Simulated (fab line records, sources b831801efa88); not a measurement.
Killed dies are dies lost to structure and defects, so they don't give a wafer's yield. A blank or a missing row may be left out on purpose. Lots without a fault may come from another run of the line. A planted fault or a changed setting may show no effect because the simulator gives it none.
Which tool did it? | flow sky130 | 12 lots, 36 wafers sampled, at 5 steps of a route of 708

WHAT THE GAUGES READ, wafer by wafer
SKY_FIELD_ISO_THK_MEAS_23.
lot  | measured    | on            | FIELD_ISO_OXIDATION_01_THK (nm)
L797 | day 2 09:02 | film_metro-02 | 10.16 10.10 10.22
L799 | day 2 19:15 | film_metro-02 | 9.79 9.99 9.79
L802 | day 3 09:48 | film_metro-02 | 10.43 10.22 10.31
L803 | day 3 16:23 | film_metro-04 | 9.98 9.90 9.98
L804 | day 3 20:50 | film_metro-01 | 10.01 10.13 10.02
L805 | day 4 02:20 | film_metro-01 | 10.11 10.28 10.37
L806 | day 4 06:24 | film_metro-02 | 10.22 10.33 10.22
L807 | day 4 13:27 | film_metro-01 | 9.82 10.04 9.89
L809 | day 4 23:26 | film_metro-01 | 9.90 9.94 9.94
L810 | day 5 04:50 | film_metro-02 | 9.92 9.95 9.91
L814 | day 6 00:46 | film_metro-02 | 9.96 9.94 10.28
L816 | day 6 11:07 | film_metro-01 | 9.79 9.71 9.81

SKY_VT_ADJUST_HVTP_TW_MEAS_11.
lot  | measured     | on            | VT_ADJUST_HVTP_TW
L797 | day 6 05:14  | film_metro-03 | 1324 1329 1326
L799 | day 6 15:54  | film_metro-02 | 1357 1355 1352
L802 | day 7 05:32  | film_metro-03 | 1335 1346 1335
L803 | day 7 16:32  | film_metro-02 | 1359 1367 1370
L804 | day 7 23:17  | film_metro-03 | 1338 1336 1336
L805 | day 8 07:21  | film_metro-04 | 1366 1358 1371
L806 | day 8 13:42  | film_metro-04 | 1367 1364 1368
L807 | day 9 03:13  | film_metro-03 | 1327 1338 1338
L809 | day 9 12:00  | film_metro-03 | 1661 1657 1663
L810 | day 9 15:36  | film_metro-02 | 1361 1363 1372
L814 | day 10 15:41 | film_metro-03 | 1671 1675 1676
L816 | day 11 01:50 | film_metro-03 | 1335 1333 1328

WHICH TOOL RAN EACH LOT (tool, then ch and the chambers of the sampled wafers, then the start)
lot  | SKY_NWELL_STRIP_25                   | SKY_NWELL_RTA_28                 | SKY_VT_ADJUST_HVTP_IMPLANT_09
L797 | plasma_asher-02 ch 1, day 5 10:46    | rtp_anneal-01 ch 0, day 5 10:59  | implanter-03 ch 0, day 6 04:59
L799 | plasma_asher-02 ch 0,1, day 5 20:28  | rtp_anneal-01 ch 0, day 5 20:42  | implanter-01 ch 0, day 6 15:40
L802 | plasma_asher-04 ch 1, day 6 09:52    | rtp_anneal-01 ch 0, day 6 10:05  | implanter-04 ch 0, day 7 05:17
L803 | plasma_asher-04 ch 1, day 6 19:28    | rtp_anneal-01 ch 0, day 6 19:41  | implanter-04 ch 0, day 7 16:17
L804 | plasma_asher-01 ch 0,1, day 7 02:43  | rtp_anneal-02 ch 0, day 7 02:56  | implanter-04 ch 0, day 7 23:02
L805 | plasma_asher-04 ch 0,1, day 7 10:19  | rtp_anneal-01 ch 0, day 7 10:33  | implanter-03 ch 0, day 8 07:07
L806 | plasma_asher-04 ch 0,1, day 7 16:04  | rtp_anneal-02 ch 0, day 7 16:17  | implanter-01 ch 0, day 8 13:27
L807 | plasma_asher-01 ch 0,1, day 8 05:40  | rtp_anneal-01 ch 0, day 8 05:53  | implanter-03 ch 0, day 9 03:01
L809 | plasma_asher-02 ch 0,1, day 8 14:25  | rtp_anneal-01 ch 0, day 8 14:38  | implanter-03 ch 0, day 9 11:26
L810 | plasma_asher-02 ch 0,1, day 8 18:01  | rtp_anneal-02 ch 0, day 8 18:15  | implanter-04 ch 0, day 9 15:22
L814 | plasma_asher-04 ch 0,1, day 9 15:58  | rtp_anneal-02 ch 0, day 9 16:11  | implanter-03 ch 0, day 10 15:10
L816 | plasma_asher-04 ch 0,1, day 10 01:40 | rtp_anneal-02 ch 0, day 10 01:56 | implanter-01 ch 0, day 11 01:35
- SKY_NWELL_STRIP_25: strips in O2/N2.
- SKY_NWELL_RTA_28: time 30 s.
- SKY_VT_ADJUST_HVTP_IMPLANT_09

WHAT THE TOOLS THEMSELVES READ (means of the sampled wafers that have a number; where no wafer has one, the mark that the record gives instead)
SKY_NWELL_STRIP_25.
lot  | tool            | chamber_pressure_mTorr (mTorr) | drypump_motor_current_A (A) | oes_product_au (a.u.) | strip_time_to_endpoint_s (s)
L797 | plasma_asher-02 | 1499.1                         | 5.3                         | 0.721                 | 36.94
L799 | plasma_asher-02 | 1499.6                         | 5.5                         | 0.722                 | 37.00
L802 | plasma_asher-04 | 1501.5                         | 5.6                         | 0.724                 | 36.97
L803 | plasma_asher-04 | 1500.6                         | 5.6                         | 0.720                 | 36.95
L804 | plasma_asher-01 | 1499.9                         | 5.5                         | 0.713                 | 36.85
L805 | plasma_asher-04 | 1500.8                         | 5.6                         | 0.724                 | 37.01
L806 | plasma_asher-04 | 1500.9                         | 5.7                         | 0.724                 | 36.97
L807 | plasma_asher-01 | 1500.1                         | 5.5                         | 0.721                 | 36.97
L809 | plasma_asher-02 | 1501.6                         | 5.5                         | 0.725                 | 36.88
L810 | plasma_asher-02 | 1500.4                         | 5.4                         | 0.723                 | 36.88
L814 | plasma_asher-04 | 1501.0                         | 5.7                         | 0.725                 | 36.77
L816 | plasma_asher-04 | 1500.9                         | 5.7                         | 0.722                 | 36.86

SKY_NWELL_RTA_28.
lot  | tool          | lamp_power_pct (%) | wafer_temp_C_max
L797 | rtp_anneal-01 | 25.32              | 1056.2
L799 | rtp_anneal-01 | 25.30              | 1055.3
L802 | rtp_anneal-01 | 25.33              | 1054.5
L803 | rtp_anneal-01 | 25.34              | 1054.9
L804 | rtp_anneal-02 | 25.32              | 1054.5
L805 | rtp_anneal-01 | 25.30              | 1055.0
L806 | rtp_anneal-02 | 25.30              | 1054.4
L807 | rtp_anneal-01 | 25.29              | 1055.0
L809 | rtp_anneal-01 | 25.35              | 1054.8
L810 | rtp_anneal-02 | 25.27              | 1055.6
L814 | rtp_anneal-02 | 25.30              | 1054.2
L816 | rtp_anneal-02 | 25.32              | 1055.3

THE ANSWER, worked out from the rows above alone
Rule: what is usual is taken from the lots themselves. Put in order of their means at a reading, lots are off if they are a third of the lots or fewer, leave a main group of 4 or more, and stand apart from it by a gap of 3 or more times the standard deviation of the main group's means; of several such gaps the widest counts. A main group whose means are all the same, to the digits that the tables above print for the reading, isn't used. A lot without any number at a reading at which 4 lots or more have one is off too. The other lots that the step has rows for count as sound. The gauges are gone through in route order, then the tools' own readings, and for those a lot's mean is taken as printed above. The first step at which some lot is off is used, and at that step the reading that is off furthest; a lot without a number counts as furthest.
Off: L809, L814, at SKY_VT_ADJUST_HVTP_TW_MEAS_11 (VT_ADJUST_HVTP_TW). The main group: mean 1348, standard deviation 15.
A tool fits if, at a process step before that reading, it ran every lot that is off, and no sound lot after the first of them. The gauges at SKY_VT_ADJUST_HVTP_TW_MEAS_11 are tried like those tools. One fits: implanter-03 at SKY_VT_ADJUST_HVTP_IMPLANT_09. Its last sound lot is L807 (day 9 03:01), its first lot that is off L809 (day 9 11:26): a fault that began between those two fits.

WHAT THE SIMULATOR HAD PUT IN
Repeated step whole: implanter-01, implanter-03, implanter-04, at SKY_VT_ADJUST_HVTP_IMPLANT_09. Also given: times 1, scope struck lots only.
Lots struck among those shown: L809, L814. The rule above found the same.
